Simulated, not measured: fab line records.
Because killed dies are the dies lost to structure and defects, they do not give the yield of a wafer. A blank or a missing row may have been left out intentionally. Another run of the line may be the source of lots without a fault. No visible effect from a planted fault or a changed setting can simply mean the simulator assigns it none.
fab line records | flow sky130
record lots=7 wafers=18 lastDay=51
route steps=708 shown VIA3@589 METAL4@598 PAD_OPEN@708
lots untouched by any fault: they come from a run of this same line in which no faults occurred
startH: the number of hours between the record's first day and the start of the first shown wafer of the lot | waitH: hours since the lot's step before | " as in the row above | L1.1+2: a single row standing in for several wafers | - no value, or no start given | * or withheld: withheld | < > ~ a bound
route shown NAME@n: NAME is a module with steps in the file, n the number in the route of the first one | usual: the fault-free wafers' mean and standard deviation | same: alike in all rows | chamber/n: place in a boat | sites: each site's reading | _std_site: their standard deviation | _edge_site: outer sites' mean less inner sites' | radiusMm: how far each site lies from the wafer's centre | mask NAME#n: copy n | behind: tool/chamber where the wafer was last shaped | hold: reason for holding the lot/hours on hold/outcome of the hold | device: the n, p or np transistor that did not switch | end of line: tests of these same wafers at the route's end | step lacking rows: just its recipe | killed: dies lost to structure and defects at the first sort, not the wafer's yield | map: per-die view of a wafer (x killed, . not killed, _ where there is no die)
set.NAME: the setting that was run; set.NAME@STEP: the one run at that earlier step | model.NAME: the simulator's own value behind a step, which no gauge read
lots at selected steps of the route; one table per step, one row per wafer
services: the hour from which a tool's chamber was out of use, counted from the record's first day as startH (under 0 if before that day), plus the number of hours and why
## steps
# step SKY_VIA3_STRIP_16
# recipe chemistry=O2/N2 powerW=1400 pressureMtorr=1500 platenTempC=withheld o2FlowSccm=3000 n2FlowSccm=300 overashFraction=0.5
# step SKY_VIA3_STRIP_17
# recipe chemistry=postEtchResidueRemover timeS=1200 tempC=72.5
# step SKY_VIA3_CLEAN_18
# recipe chemistry=IPA timeS=180 tempC=25
# step SKY_VIA3_CLEAN_19
# recipe chemistry=O3/DIW dry=n2Spin
# step SKY_VIA3_SPUTTER_20
# recipe material=TiN targetThkNm=20 chamberPressurePa=5 powerW=4000 timeS=80
# usual throttleValvePct=30.3/0.83
# columns lot.wafer tool chamber startH waitH throttleValvePct
L705.1 pvdSputter-01 - 928.45 0.0 31.5
L705.2 " - " " 30.7
L705.5 " - " " 30.1
L709.2 pvdSputter-03 - 955.59 0.0 29.9
L709.4 " - " " 30.8
L709.6 " - " " 29.3
L713.2 pvdSputter-01 - 987.43 0.0 31.8
L713.6 " - " " 30.8
L715.4 pvdSputter-03 - 995.47 0.0 29.6
L715.6 " - " " 30.8
L718.2 pvdSputter-04 - 1018.40 0.0 29.8
L718.6 " - " " 28.5
L719.1 pvdSputter-04 - 1021.06 0.0 29.7
L719.4 " - " " 28.9
L719.5 " - " " 29.6
L728.2 pvdSputter-01 - 1101.65 0.0 31.3
L728.4 " - " " 29.8
L728.5 " - " " 31.8
# step SKY_VIA3_CVD_21
# recipe material=W targetThkNm=390 timeS=117.31 tempC=400 pressureTorr=40
# step SKY_VIA3_RS_MEAS_22
# recipe thkMeasGauge=four-point-probe reads=W_of_VIA3_CVD_21+TiN_of_VIA3_SPUTTER_20
# usual VIA3_W_RS=0.294/0.0038
# columns lot.wafer tool chamber startH waitH VIA3_W_RS[ohm/sq]
L705.1 filmMetro-01 - 928.63 0.1 0.306
L705.2 " - " " 0.298
L705.5 " - " " 0.304
L709.2 filmMetro-03 - 955.79 0.1 0.293
L709.4 " - " " 0.293
L709.6 " - " " 0.298
L713.2 filmMetro-02 - 987.64 0.1 0.294
L713.6 " - " " 0.291
L715.4 filmMetro-01 - 995.72 0.1 0.293
L715.6 " - " " 0.294
L718.2 filmMetro-02 - 1018.60 0.1 0.295
L718.6 " - " " 0.294
L719.1 filmMetro-03 - 1021.25 0.1 0.294
L719.4 " - " " 0.293
L719.5 " - " " 0.296
L728.2 filmMetro-01 - 1101.85 0.1 0.292
L728.4 " - " " 0.292
L728.5 " - " " 0.293
# step SKY_VIA3_THK_MEAS_23
# recipe thkMeasGauge=xrf reads=W_of_VIA3_CVD_21
# usual VIA3_W_THK=386/6.7
# columns lot.wafer tool chamber startH waitH VIA3_W_THK[nm]
L705.1 filmMetro-01 - 928.75 0.1 371
L705.2 " - " " 380
L705.5 " - " " 374
L709.2 filmMetro-03 - 955.90 0.1 384
L709.4 " - " " 386
L709.6 " - " " 380
L713.2 filmMetro-02 - 987.75 0.1 387
L713.6 " - " " 391
L715.4 filmMetro-01 - 995.81 0.1 383
L715.6 " - " " 381
L718.2 filmMetro-02 - 1018.71 0.1 389
L718.6 " - " " 389
L719.1 filmMetro-03 - 1021.37 0.1 385
L719.4 " - " " 386
L719.5 " - " " 381
L728.2 filmMetro-01 - 1101.96 0.1 387
L728.4 " - " " 388
L728.5 " - " " 384
# step SKY_VIA3_CMP_24
# recipe stopOn=SiO2 tOverpolishS=20 downForcePsi=3.5 platenRpm=60 targetThkNm=0 padVelocityMS=0.94248
# usual motorCurrentA=10.9/0.86 overpolishRunS=20.001/0.0095 timeToEndpointS=98/4.2
# columns lot.wafer tool chamber startH waitH motorCurrentA overpolishRunS timeToEndpointS
L705.1 cmp-02 3 928.81 0.1 10.5 20.010 94
L705.2 " 1 " " 10.9 19.994 87
L705.5 " 3 " " 10.7 20.013 91
L709.4 cmp-01 3 956.06 0.1 10.2 19.989 95
L709.2 " 0 " " 10.7 20.003 99
L709.6 " 1 " " 11.9 20.004 101
L713.2 cmp-01 2 988.17 0.4 11.6 20.007 97
L713.6 " 0 " " 11.3 19.984 99
L715.4 cmp-01 3 995.99 0.2 10.4 20.015 97
L715.6 " 1 " " 12.3 19.998 105
L718.2 cmp-01 2 1018.81 0.1 11.5 20.011 99
L718.6 " 2 " " 12.0 20.008 96
L719.1 cmp-01 1 1021.53 0.1 12.0 19.998 102
L719.4 " 2 " " 10.8 19.995 100
L719.5 " 3 " " 10.1 20.004 96
L728.2 cmp-02 2 1102.01 0.0 10.8 19.988 94
L728.4 " 1 " " 10.9 20.001 93
L728.5 " 3 " " 11.6 19.983 100
# step SKY_METAL4_SPUTTER_00
# recipe material=Ti targetThkNm=15 powerW=3000 timeS=10 chamberPressurePa=0.4
# step SKY_METAL4_SPUTTER_01
# recipe material=TiN targetThkNm=20 powerW=6500 timeS=16.7 chamberPressurePa=0.4
# usual throttleValvePct=29.2/1.1
# columns lot.wafer tool chamber startH waitH throttleValvePct
L705.1 pvdSputter-02 - 929.14 0.0 29.7
L705.2 " - " " 28.1
L705.5 " - " " 29.6
L709.2 pvdSputter-04 - 956.29 0.0 29.5
L709.4 " - " " 30.5
L709.6 " - " " 28.7
L713.2 pvdSputter-02 - 988.34 0.0 28.3
L713.6 " - " " 27.2
L715.4 pvdSputter-02 - 996.16 0.0 27.3
L715.6 " - " " 30.4
L718.2 pvdSputter-02 - 1019.09 0.0 28.4
L718.6 " - " " 28.4
L719.1 pvdSputter-03 - 1021.75 0.0 29.8
L719.4 " - " " 30.9
L719.5 " - " " 30.5
L728.2 pvdSputter-02 - 1102.33 0.0 30.4
L728.4 " - " " 29.8
L728.5 " - " " 29.6
# step SKY_METAL4_SPUTTER_02
# recipe material=AlCu targetThkNm=735 powerW=10600 timeS=39.1 chamberPressurePa=0.4
# usual throttleValvePct=29.2/1.2
# columns lot.wafer tool chamber startH waitH throttleValvePct
L705.1 pvdSputter-02 - 929.16 0.0 29.8
L705.2 " - " " 28.2
L705.5 " - " " 29.7
L709.2 pvdSputter-04 - 956.31 0.0 29.9
L709.4 " - " " 30.5
L709.6 " - " " 28.8
L713.2 pvdSputter-02 - 988.37 0.0 28.4
L713.6 " - " " 27.5
L715.4 pvdSputter-02 - 996.18 0.0 27.2
L715.6 " - " " 30.5
L718.2 pvdSputter-02 - 1019.11 0.0 28.1
L718.6 " - " " 28.1
L719.1 pvdSputter-03 - 1021.78 0.0 29.7
L719.4 " - " " 31.1
L719.5 " - " " 30.6
L728.2 pvdSputter-02 - 1102.36 0.0 30.4
L728.4 " - " " 29.5
L728.5 " - " " 29.6
# step SKY_METAL4_SPUTTER_03
# recipe material=Ti targetThkNm=5 powerW=3000 timeS=3.3 chamberPressurePa=0.4
# usual throttleValvePct=29.2/1.1
# columns lot.wafer tool chamber startH waitH throttleValvePct model.Ti_of_METAL4_SPUTTER_03.thkNm
L705.1 pvdSputter-02 - 929.20 0.0 29.5 4.862
L705.2 " - " " 28.1 4.868
L705.5 " - " " 29.5 4.935
L709.2 pvdSputter-04 - 956.35 0.0 29.5 4.969
L709.4 " - " " 30.7 4.799
L709.6 " - " " 28.6 4.926
L713.2 pvdSputter-02 - 988.41 0.0 28.1 3.377
L713.6 " - " " 27.5 3.5
L715.4 pvdSputter-02 - 996.22 0.0 27.4 4.901
L715.6 " - " " 30.1 3.338
L718.2 pvdSputter-02 - 1019.15 0.0 28.2 3.463
L718.6 " - " " 28.1 3.443
L719.1 pvdSputter-03 - 1021.82 0.0 30.1 5.165
L719.4 " - " " 30.7 5.155
L719.5 " - " " 30.7 5.253
L728.2 pvdSputter-02 - 1102.40 0.0 30.3 4.99
L728.4 " - " " 29.7 4.846
L728.5 " - " " 29.5 4.946
# step SKY_METAL4_SPUTTER_04
# recipe material=TiN targetThkNm=70 powerW=6500 timeS=58.3 chamberPressurePa=0.4
# usual throttleValvePct=29.2/1.1
# columns lot.wafer tool chamber startH waitH throttleValvePct
L705.1 pvdSputter-02 - 929.22 0.0 29.6
L705.2 " - " " 27.7
L705.5 " - " " 29.8
L709.2 pvdSputter-04 - 956.37 0.0 29.6
L709.4 " - " " 30.5
L709.6 " - " " 28.7
L713.2 pvdSputter-02 - 988.43 0.0 28.3
L713.6 " - " " 27.4
L715.4 pvdSputter-02 - 996.24 0.0 27.7
L715.6 " - " " 30.0
L718.2 pvdSputter-02 - 1019.17 0.0 28.2
L718.6 " - " " 28.4
L719.1 pvdSputter-03 - 1021.83 0.0 29.7
L719.4 " - " " 30.8
L719.5 " - " " 30.3
L728.2 pvdSputter-02 - 1102.41 0.0 30.4
L728.4 " - " " 29.5
L728.5 " - " " 29.7
# step SKY_PAD_OPEN_PROBE_99
# usual defectLimitedYield=82.6/1.8 killed_at_M0_to_M3=43/6.5 killed_at_M4_up=3.1/1.8 killedAtContacts=24/5.6 killedAtFrontEnd=15/4.2 killedAtOther=0.3/0.5 killedDies=86/8.9 killedOpen=47/6.9 killedShort=39/5.9 sort_bin_3_pad_short=0.9/0.39 sort_bin_5_function=10.4/1.6 sort_bin_6_memory=6.2/1 sortNPass=406/8.9 sortYieldPct=82.6/1.8
# same grossDies=492 killedAtBackSide=0 sort_bin_4_leakage[%]=0 sort_bin_8_speed[%]=0
# columns lot.wafer tool chamber startH waitH defectLimitedYield[%] killed_at_M0_to_M3 killed_at_M4_up killedAtContacts killedAtFrontEnd killedAtOther killedDies killedOpen killedShort sort_bin_3_pad_short[%] sort_bin_5_function[%] sort_bin_6_memory[%] sortNPass sortYieldPct[%]
L705.1 prober-01 - 1073.52 0.1 82.1 51 6 20 11 0 88 49 39 1.2 10.0 6.7 404 82.1
L705.2 prober-01 - 1073.57 0.1 80.7 52 6 13 24 0 95 57 38 0.8 11.8 6.7 397 80.7
L705.5 prober-01 - 1073.72 0.2 80.7 43 6 26 20 0 95 52 43 0.6 12.4 6.3 397 80.7
L713.2 prober-02 - 1124.46 0.1 83.3 42 7 16 16 1 82 46 36 1.0 9.8 5.9 410 83.3
L713.6 prober-02 - 1124.66 0.2 82.7 44 2 20 18 1 85 38 47 1.0 11.6 4.7 407 82.7
L718.2 prober-01 - 1148.43 0.1 81.5 47 0 24 20 0 91 52 39 1.2 12.2 5.1 401 81.5
L718.6 prober-01 - 1148.63 0.2 83.9 40 3 24 12 0 79 52 27 0.8 8.7 6.5 413 83.9
# killed by level:class
L705.1 VIA1:geometricParticle:open=12 METAL1:geometricParticle:short=11 VIA2:geometricParticle:open=7 LI_CONTACT:geometricParticle:open=5 CONTACT:geometricParticle:open=5 VIA1:geometricParticle:short=5 METAL4:geometricParticle:short=5 SPACER:geometricParticle:open=4
L705.2 VIA1:geometricParticle:open=13 VIA2:geometricParticle:open=8 FIELD_ISO:geometricParticle:open=7 VIA3:geometricParticle:open=7 VIA3:geometricParticle:short=5 METAL2:geometricParticle:short=5 METAL4:geometricParticle:short=5 FIELD_ISO:geometricParticle:short=4
L705.5 FIELD_ISO:geometricParticle:open=7 LI_CONTACT:geometricParticle:open=7 VIA1:geometricParticle:open=7 VIA3:geometricParticle:short=6 LOCAL_INTERCONNECT:geometricParticle:short=6 CONTACT:geometricParticle:open=6 METAL1:geometricParticle:short=6 METAL2:geometricParticle:short=6
L713.2 VIA1:geometricParticle:open=9 LI_CONTACT:geometricParticle:open=8 METAL1:geometricParticle:short=8 FIELD_ISO:geometricParticle:short=5 POLY_GATE:geometricParticle:open=5 VIA3:geometricParticle:open=5 METAL4:geometricParticle:short=5 CONTACT:geometricParticle:open=4
L713.6 VIA3:geometricParticle:short=9 VIA2:geometricParticle:open=7 VIA3:geometricParticle:open=7 LOCAL_INTERCONNECT:geometricParticle:short=5 CONTACT:geometricParticle:open=5 VIA1:geometricParticle:open=5 FIELD_ISO:geometricParticle:short=4 FIELD_ISO:geometricParticle:open=4
L718.2 VIA1:geometricParticle:open=15 CONTACT:geometricParticle:open=9 VIA1:geometricParticle:short=7 VIA2:geometricParticle:open=7 FIELD_ISO:geometricParticle:open=6 LI_CONTACT:geometricParticle:open=5 FIELD_ISO:geometricParticle:short=4 LOCAL_INTERCONNECT:geometricParticle:short=4
L718.6 CONTACT:geometricParticle:open=13 VIA3:geometricParticle:open=9 VIA1:geometricParticle:open=9 LI_CONTACT:geometricParticle:open=5 VIA2:geometricParticle:open=5 METAL1:geometricParticle:short=4 VIA2:geometricParticle:short=4 FIELD_ISO:geometricParticle:open=3
## services
# columns tool chamber startH hours kind
cmp-01 - 912.15 4.0 pm
cmp-01 - 916.15 - consumableReplace:conditioner
cmp-01 - 916.15 - consumableReplace:pad
cmp-01 - 929.78 1.9 repair
cmp-02 - 933.75 6.9 pm
cmp-01 - 941.95 0.9 repair
cmp-02 - 951.22 1.3 repair
cmp-01 - 952.18 0.5 repair
cmp-02 - 983.91 6.3 repair
pvdSputter-01 - 991.89 2.2 repair
cmp-01 - 996.53 0.6 repair
cmp-01 - 1008.26 9.0 pm
cmp-01 - 1039.18 6.3 pm
cmp-02 - 1084.18 4.0 pm
cmp-02 - 1088.18 - consumableReplace:conditioner
cmp-02 - 1088.18 - consumableReplace:pad
cmp-01 - 1089.54 4.9 pm
cmp-02 - 1091.07 1.6 repair
## key
firstSign none at tools or gauges
modelEffect step=SKY_METAL4_SPUTTER_03 value=Ti_of_METAL4_SPUTTER_03.thkNm without=4.888 struck=3.424
metAt SKY_METAL4_SPUTTER_03
struckWafers L713.2,L713.6,L715.6,L718.2,L718.6
onsetBetween 929.20 988.41
fault kind=processParameterDrift tool=pvdSputter-02 chamber=- onsetH=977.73 steps=SKY_METAL4_SPUTTER_03 channel=targetThkNm offset=-1.4637 shape=step endH=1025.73 scope=struckWafersOnly actsIn=theseRecipesOnly stated=5
